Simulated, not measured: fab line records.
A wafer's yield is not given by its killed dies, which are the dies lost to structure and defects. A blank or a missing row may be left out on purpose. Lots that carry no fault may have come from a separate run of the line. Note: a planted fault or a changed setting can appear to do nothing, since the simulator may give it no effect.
One fault seen from 2 desks    flow sky130    only its own numbers are on each desk; what lay behind them is given at the end

== DESK OF THE TOOL OWNER: rie-metal-03 ==
The tool's own readings at SKY_METAL5_METAL_ETCH_15 (etches the open film in Cl2/BCl3, stops on SiO2, target depth 1260 nm, time 252 s): means of the sampled wafers that have a number, for each lot that ran on this tool. A lot is out of limits, marked OUT, if its mean lies more than 4 standard deviations from the usual mean; the brackets give that distance.
Columns: A = bias-w at SKY_METAL5_METAL_ETCH_15, usual 48.50 W; B = drypump-motor-current-A at SKY_METAL5_METAL_ETCH_15, usual 5.4 A; C = oes-product-au at SKY_METAL5_METAL_ETCH_15, usual 0.895 a.u.; D = throttle-valve-pct at SKY_METAL5_METAL_ETCH_15, usual 22.265 %
lot   first seen here  A                        B    C      D
L127  day 43 23:58     48.54                    5.4  0.895  22.268
L135  day 46 06:56     48.58                    5.3  0.896  22.268
L137  day 46 15:43     65.15 (+99 or more) OUT  5.4  0.892  22.260
L138  day 46 21:43     65.09 (+99 or more) OUT  5.6  0.901  22.265
Finding of this desk: L137, L138 out of limits; the first was L137 at day 46 15:43, on bias-w at SKY_METAL5_METAL_ETCH_15. L127, L135 stayed within limits.

== FROM THE METROLOGY DESK ==
Lot by lot, what the gauges showed, no matter which tool ran the lot: averages of those sampled wafers that carry a number. A lot is out of limits, marked OUT, if its mean lies more than 4 standard deviations from the usual mean; the brackets give that distance.
Columns: A = VIA4_W_RS at SKY_VIA4_RS_MEAS_19, usual 0.225 ohm/sq
lot   first seen here  A
L127  day 43 00:44     0.227
L128  day 43 10:19     0.226
L131  day 44 05:57     0.224
L135  day 45 08:50     0.222
L136  day 45 15:47     0.224
L137  day 45 17:56     0.225
L138  day 45 23:55     0.221
L143  day 47 05:10     0.227
L144  day 47 13:05     0.227
L150  day 48 22:37     0.227
This desk found nothing out of limits on any of the 10 lots.

== PUT TOGETHER ==
The tool owner's desk could have raised an alarm at day 46 15:43, on L137, L138.
From the metrology desk's view, nothing was out of limits.
The metrology desk has L137, L138 on record, within its limits.
All the named lots went through SKY_METAL5_METAL_ETCH_15 on rie-metal-03.

== WHAT HAD BEEN PUT IN BY THE SIMULATOR ==
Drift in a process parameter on rie-metal-03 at SKY_METAL5_METAL_ETCH_15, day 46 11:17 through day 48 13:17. From 48.5, the setting bias-w moved by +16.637. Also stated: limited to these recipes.
Lots struck among those shown: L137, L138.
Hours from the fault's start to each desk's first reading out of limits: the tool owner's desk, 4.
